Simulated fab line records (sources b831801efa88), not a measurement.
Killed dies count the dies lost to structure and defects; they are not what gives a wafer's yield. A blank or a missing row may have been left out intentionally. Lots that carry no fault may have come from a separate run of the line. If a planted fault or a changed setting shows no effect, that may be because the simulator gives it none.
What tool caused it? | flow sky130 | 14 lots, 42 wafers sampled, at 4 steps of a route of 708

WHAT THE GAUGES SHOWED, per wafer
SKY_VIA1_RS_MEAS_22: a four-point-probe measurement.
lot  | measured     | on            | VIA1_W_RS (ohm/sq)
L753 | day 34 16:57 | film_metro-03 | 0.428 0.428 0.430
L754 | day 35 09:44 | film_metro-03 | 0.424 0.423 0.424
L756 | day 36 05:48 | film_metro-04 | 0.423 0.418 0.421
L755 | day 36 07:07 | film_metro-04 | 0.421 0.426 0.422
L757 | day 36 12:25 | film_metro-03 | 0.433 0.429 0.420
L758 | day 36 13:58 | film_metro-02 | 0.427 0.425 0.423
L766 | day 38 15:21 | film_metro-03 | 0.419 0.417 0.420
L767 | day 39 05:33 | film_metro-03 | 0.416 0.413 0.422
L769 | day 39 17:22 | film_metro-04 | 0.422 0.422 0.426
L770 | day 40 00:49 | film_metro-03 | 0.416 0.428 0.418
L772 | day 40 12:06 | film_metro-03 | 0.429 0.424 0.424
L771 | day 40 13:41 | film_metro-04 | 0.424 0.426 0.426
L773 | day 40 23:15 | film_metro-03 | 0.421 0.422 0.419
L774 | day 41 04:27 | film_metro-02 | 0.426 0.423 0.422

SKY_METAL2_OVL_MEAS_16.
lot  | measured     | on         | METAL2_OVL (nm)
L753 | day 35 19:40 | overlay-02 | -6 -3 -4
L754 | day 36 13:25 | overlay-01 | -6 -5 -11
L756 | day 37 08:37 | overlay-01 | -2 -4 -8
L755 | day 37 09:44 | overlay-02 | -1 2 -2
L757 | day 37 14:22 | overlay-01 | - - -
L758 | day 37 15:25 | overlay-02 | - - -
L766 | day 39 17:04 | overlay-01 | -8 -13 -15
L767 | day 40 07:43 | overlay-02 | -4 -10 -8
L769 | day 40 18:52 | overlay-02 | -16 -12 -11
L770 | day 41 01:58 | overlay-01 | 4 -2 -5
L772 | day 41 13:46 | overlay-02 | -11 -12 -7
L771 | day 41 15:31 | overlay-02 | 2 0 -4
L773 | day 41 23:43 | overlay-01 | -1 3 -3
L774 | day 42 05:07 | overlay-02 | 7 1 1

WHICH TOOL RAN EACH LOT (tool, then ch and the chambers of the sampled wafers, then the start)
lot  | SKY_VIA1_ETCH_15                   | SKY_METAL2_PEB_13
L753 | rie_diel-01 ch 0,2,3, day 34 15:56 | litho_track-03 ch 0, day 35 19:00
L754 | rie_diel-03 ch 1,2, day 35 08:55   | litho_track-03 ch 0, day 36 12:00
L756 | rie_diel-03 ch 0,1, day 36 04:59   | litho_track-04 ch 0, day 37 08:00
L755 | rie_diel-04 ch 1,3, day 36 06:14   | litho_track-02 ch 0, day 37 09:00
L757 | rie_diel-01 ch 0,1,2, day 36 11:35 | litho_track-03, day 37 13:00
L758 | rie_diel-04 ch 1,2,3, day 36 13:08 | litho_track-03, day 37 14:00
L766 | rie_diel-03 ch 0,1,2, day 38 14:02 | litho_track-03 ch 0, day 39 16:00
L767 | rie_diel-04 ch 0,2,3, day 39 04:43 | litho_track-04 ch 0, day 40 07:00
L769 | rie_diel-04 ch 0,1,3, day 39 16:32 | litho_track-04 ch 0, day 40 18:00
L770 | rie_diel-04 ch 1,2,3, day 39 23:59 | litho_track-04 ch 0, day 41 01:00
L772 | rie_diel-01 ch 0,1, day 40 11:16   | litho_track-03 ch 0, day 41 13:00
L771 | rie_diel-03 ch 0,1,3, day 40 12:53 | litho_track-03 ch 0, day 41 15:00
L773 | rie_diel-04 ch 0,2, day 40 22:19   | litho_track-04 ch 0, day 41 23:00
L774 | rie_diel-03 ch 2,3, day 41 03:37   | litho_track-03 ch 0, day 42 04:00
- SKY_VIA1_ETCH_15: etches SiO2 in C4F8/O2/Ar, stops on TiN, target depth 351 nm, time 54 s.
- SKY_METAL2_PEB_13

WHAT THE TOOLS THEMSELVES READ (means of the sampled wafers that have a number; where no wafer has one, the mark that the record gives instead)
SKY_VIA1_ETCH_15.
lot  | tool        | oes_product_au (a.u.)
L753 | rie_diel-01 | 0.986
L754 | rie_diel-03 | 0.982
L756 | rie_diel-03 | 0.985
L755 | rie_diel-04 | 0.986
L757 | rie_diel-01 | 0.977
L758 | rie_diel-04 | 0.982
L766 | rie_diel-03 | 0.982
L767 | rie_diel-04 | 0.984
L769 | rie_diel-04 | 0.984
L770 | rie_diel-04 | 0.982
L772 | rie_diel-01 | 0.982
L771 | rie_diel-03 | 0.979
L773 | rie_diel-04 | 0.979
L774 | rie_diel-03 | 0.983

SKY_METAL2_PEB_13.
lot  | tool           | exhaust_pa (Pa)
L753 | litho_track-03 | 44.6
L754 | litho_track-03 | 45.5
L756 | litho_track-04 | 45.4
L755 | litho_track-02 | 45.0
L757 | litho_track-03 | -
L758 | litho_track-03 | -
L766 | litho_track-03 | 44.8
L767 | litho_track-04 | 44.6
L769 | litho_track-04 | 45.7
L770 | litho_track-04 | 45.5
L772 | litho_track-03 | 45.2
L771 | litho_track-03 | 44.7
L773 | litho_track-04 | 45.7
L774 | litho_track-03 | 45.2

THE ANSWER, worked out from the rows above alone
Rule: the usual values come from the lots themselves. Put in order of their means at a reading, lots are off if they are a third of the lots or fewer, leave a main group of 4 or more, and stand apart from it by a gap of 3 or more times the standard deviation of the main group's means; of several such gaps the widest counts. Not used: any main group whose means are identical at the precision the tables above print for the reading. Also off: a lot with no number at a reading for which 4 or more lots have one. All remaining lots with rows at the step are treated as sound. Order of review: gauges by route order, followed by the tools' own readings, for which a lot's mean as printed above is used. The first step at which some lot is off is used, and at that step the reading that is off furthest; a lot without a number counts as furthest.
Off: at SKY_METAL2_OVL_MEAS_16 (METAL2_OVL), L757, L758. Without a number there: L757, L758. Mean -5 nm and standard deviation 4.9 in the main group.
If a tool, at a process step before that reading, ran all the lots that are off and no sound lot after the first of them, it fits. The gauges at SKY_METAL2_OVL_MEAS_16 aren't tried: what is off there is off at SKY_METAL2_PEB_13 too, on other tools, and a gauge's error can't cause that. No candidate that was tried fits.

WHAT THE SIMULATOR HAD PUT IN
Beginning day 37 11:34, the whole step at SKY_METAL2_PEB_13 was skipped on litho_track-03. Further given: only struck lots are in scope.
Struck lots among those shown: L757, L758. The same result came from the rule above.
